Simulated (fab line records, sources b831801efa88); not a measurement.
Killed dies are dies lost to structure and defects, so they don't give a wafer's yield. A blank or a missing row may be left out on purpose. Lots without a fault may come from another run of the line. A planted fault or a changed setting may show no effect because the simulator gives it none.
One fault seen from 2 desks | flow sky130 | each desk has only its own numbers; what lay behind them comes last

THE METROLOGY DESK
What the gauges read, lot by lot, whatever tool the lot ran on: means of the sampled wafers that have a number. A lot is out of limits, marked OUT, if its mean lies more than 4 standard deviations from the usual mean; the brackets give that distance.
Columns: A = LDD_N_OVL at SKY_LDD_N_OVL_MEAS_07, usual -0.9 nm
lot  | first seen here | A
L428 | day 18 01:34    | -1.2
L441 | day 23 06:04    | 0.4
L440 | day 23 06:34    | -0.9
L442 | day 23 17:40    | 0.0
L449 | day 25 23:01    | -1.9
L450 | day 26 02:38    | 0.1
This desk's finding: nothing out of limits on any of the 6 lots.

THE TOOL OWNER'S DESK: implanter-02
The tool's own readings at SKY_LDD_N_IMPLANT_15: means of the sampled wafers that have a number, for each lot that ran on this tool. A lot is out of limits, marked OUT, if its mean lies more than 4 standard deviations from the usual mean; the brackets give that distance.
Columns: A = dose_ions_cm2 at SKY_LDD_N_IMPLANT_15, usual 4.999e+12; B = rotation_deg at SKY_LDD_N_IMPLANT_15, usual 270.00 degrees; C = tilt_deg at SKY_LDD_N_IMPLANT_15, usual 29.998 degrees
lot  | first seen here | A         | B      | C
L428 | day 18 02:39    | 4.996e+12 | 269.99 | 30.018
L441 | day 23 07:11    | 4.998e+12 | 269.98 | -0.027 (-99 or more) OUT
L442 | day 23 18:47    | 4.993e+12 | 269.98 | -0.001 (-99 or more) OUT
This desk's finding: out of limits on L441, L442; first on L441, day 23 07:11 (tilt_deg at SKY_LDD_N_IMPLANT_15). In limits: L428.

PUT TOGETHER
The tool owner's desk could have raised an alarm at day 23 07:11, on L441, L442.
The metrology desk saw nothing out of limits.
The metrology desk has L441, L442 on record, within its limits.
Of the lots named, all ran SKY_LDD_N_IMPLANT_15 on implanter-02.

WHAT THE SIMULATOR HAD PUT IN
Process parameter drift: implanter-02, from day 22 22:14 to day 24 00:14, at SKY_LDD_N_IMPLANT_15. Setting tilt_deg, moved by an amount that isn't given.
Lots struck among those shown: L441, L442.
Hours from the fault's start to each desk's first reading out of limits: the tool owner's desk, 9.
